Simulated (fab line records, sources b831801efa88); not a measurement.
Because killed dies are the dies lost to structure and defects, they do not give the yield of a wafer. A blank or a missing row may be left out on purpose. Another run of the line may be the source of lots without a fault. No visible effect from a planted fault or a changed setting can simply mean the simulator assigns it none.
Matching of chambers	flow sky130	4 sister chambers for SKY_VIA4_CMP_02 on cmp-01
The step polishes SiO2. 8 wafers are shown with their chamber, then 7 later ones without.

== WAFERS PAIRED WITH THEIR CHAMBERS ==
wafer	chamber	motor-current-A (A)
L689.3	1	14.1
L689.5	3	11.4
L689.6	2	10.9
L692.1	3	10.6
L692.3	0	13.6
L692.6	0	13.9
L703.2	1	14.6
L703.3	2	11.1

== WAFERS WHOSE CHAMBER IS MISSING ==
wafer	motor-current-A (A)
L703.5	11.1
L704.1	13.3
L704.3	11.4
L704.5	13.8
L705.1	14.4
L705.3	11.8
L705.6	13.8

== THE CHAMBER EACH PASSED THROUGH ==
wafer	from the rows above	in truth
L703.5	can't be placed: 2 or 3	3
L704.1	can't be placed: 0 or 1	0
L704.3	can't be placed: 2 or 3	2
L704.5	can't be placed: 0 or 1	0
L705.1	can't be placed: 1 or 0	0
L705.3	can't be placed: 2 or 3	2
L705.6	can't be placed: 0 or 1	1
Correctly placed: 0 of 7. Cannot be placed on the basis of these rows: 7; the candidates contain the true chamber in 7. Number placed wrongly: 0.
How it was worked out, from the rows above alone: a wafer's distance from a chamber is the root of the sum, over the readings, of the square of ((its reading less the chamber's mean) divided by the reading's scatter). If the next closest chamber is less than 2 further off than the closest, the wafer can't be placed; otherwise it belongs to the closest. For every chamber, the mean is computed from those of its wafers that are shown. The scatter is the square root of a quotient: the sum, over the shown wafers, of each reading's squared deviation from its chamber's mean, divided by wafers minus chambers.
